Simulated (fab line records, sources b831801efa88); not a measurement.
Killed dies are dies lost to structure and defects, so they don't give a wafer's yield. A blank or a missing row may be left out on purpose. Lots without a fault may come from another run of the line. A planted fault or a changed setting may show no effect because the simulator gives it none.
Chamber matching | flow sky130 | SKY_CAP2M_CVD_00 on pecvd-03: 3 sister chambers
The step deposits SiO2, target thk 15.5 nm. 3 wafers are shown with their chamber, then 7 later ones without.

WAFERS WITH THEIR CHAMBER
wafer  | chamber | heater_power_w (W)
L088.5 | 2       | 727
L091.1 | 1       | 728
L091.3 | 0       | 611

WAFERS WITHOUT THEIR CHAMBER
wafer  | heater_power_w (W)
L091.5 | 631
L093.1 | 714
L093.4 | 667
L093.5 | 657
L095.2 | 701
L095.5 | 665
L095.6 | 699

WHICH CHAMBER EACH WENT THROUGH
wafer  | from the rows above          | in truth
L091.5 | can't be placed: 0 or 2      | 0
L093.1 | can't be placed: 2 or 1      | 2
L093.4 | can't be placed: 0 or 2 or 1 | 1
L093.5 | can't be placed: 0 or 2 or 1 | 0
L095.2 | can't be placed: 2 or 1 or 0 | 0
L095.5 | can't be placed: 0 or 2 or 1 | 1
L095.6 | can't be placed: 2 or 1 or 0 | 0
Placed correctly: 0 of 7. Can't be placed from these rows: 7 (the true chamber is among the candidates in 7). Placed wrongly: 0.
How it was worked out, from the rows above alone: a wafer's distance from a chamber is the root of the sum, over the readings, of the square of ((its reading less the chamber's mean) divided by the reading's scatter). The wafer belongs to the nearest chamber; if the next one is less than 2 further off, it can't be placed. A chamber's mean is the mean of its shown wafers. The scatter: with one shown wafer a chamber, the root of the mean of the squares of how far each hidden wafer lies from its nearest shown one.
